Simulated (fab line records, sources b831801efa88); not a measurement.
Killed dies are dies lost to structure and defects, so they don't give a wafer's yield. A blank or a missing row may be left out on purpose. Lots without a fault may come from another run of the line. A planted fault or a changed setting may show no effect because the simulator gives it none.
A struck lot beside a sound one | flow sky130 | 15 steps out of a route of 708
Sound: wafers L546.1, L546.2, L546.3. Struck: wafers L537.3, L537.4, L537.6. The cause comes at the end.
At each step with rows: each side's tool, then ch and its chambers, then its first start. Under that, the readings that differ: sound wafers | struck wafers | difference of the means | sigmas: that difference in standard deviations of wafers without a fault.
alike: readings whose means differ by less than 2 such deviations, and words and numbers that are the same on both sides. not compared: withheld readings, readings that some wafer has no value for, bounds like >300 that may hide the same value, and numbers for which the record gives no deviation and whose values overlap.
The two part at a step that has a row with sigmas, a row that says differs or no value, or rows on one side only. Numbers that don't overlap but have no deviation are shown without sigmas and don't part them. A reading that every wafer of one side lacks parts them only if that side has two wafers or more.

first, 3 steps without rows for these wafers: SKY_RES_PROTECT_PEB_05; SKY_RES_PROTECT_DEVELOP_06 (develop time 60 s); SKY_POLY_GATE_IMPLANT_02.
SKY_RES_PROTECT_STRIP_07: strips in O2/N2.
  sound on plasma_asher-03 ch 0,1, day 21 19:47; struck on plasma_asher-04 ch 0,1, day 17 19:47
  alike: drypump_motor_current_A, n2_flow_sccm, oes_product_au, strip_time_to_endpoint_s
  not compared: rf_hours_counter_h
SKY_RES_PROTECT_TW_MEAS_08:
  sound on film_metro-02, day 21 19:53; struck on film_metro-01, day 17 19:52
  alike: POLY_GATE_TW
then, 2 steps without rows for these wafers: SKY_RES_PROTECT_CLEAN_09 (cleans in SC1/SC2, time 150 s); SKY_POLY_GATE_CVD_03 (deposits Si3N4 from DCS/NH3, target thk 75 nm, time 1290 s).
SKY_POLY_GATE_THK_MEAS_04:
  sound on film_metro-04, day 21 21:22; struck on film_metro-02, day 17 23:28
  alike: POLY_GATE_CVD_03_THK
then, 4 steps without rows for these wafers: SKY_POLY_GATE_DEHYDRATE_05 (time 60 s); SKY_POLY_GATE_HMDS_06 (prime time 60 s); SKY_POLY_GATE_COAT_07 (resist thk 110 nm); SKY_POLY_GATE_COAT_08 (resist thk 450 nm).
SKY_POLY_GATE_SOFTBAKE_09: time 90 s.
  sound on litho_track-01 ch 0, day 22 12:00; struck on litho_track-04 ch 0, day 18 14:00
  reading                  | sound               | struck               | difference | sigmas
  heater_power_total_W (W) | 57.50 57.13 57.24   | 58.46 58.25 58.37    | +1.07      | +10
  plate_temp_C (C)         | 100.11 100.05 99.86 | 101.47 101.35 101.42 | +1.41      | +12
then, 1 step without rows for these wafers: SKY_POLY_GATE_EXPOSE_10 (exposes mask P1M, target cd 150 nm).
SKY_PAD_OPEN_PROBE_99:
  the record has rows for the sound wafers here (prober-02, day 49 22:40) and none for the struck ones

WHERE THEY PART
First at SKY_POLY_GATE_SOFTBAKE_09; last, within this record, at SKY_PAD_OPEN_PROBE_99.

WHY: what the simulator had put in
Process parameter drift: litho_track-04, from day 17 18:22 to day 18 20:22, at SKY_POLY_GATE_SOFTBAKE_09. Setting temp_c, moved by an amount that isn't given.
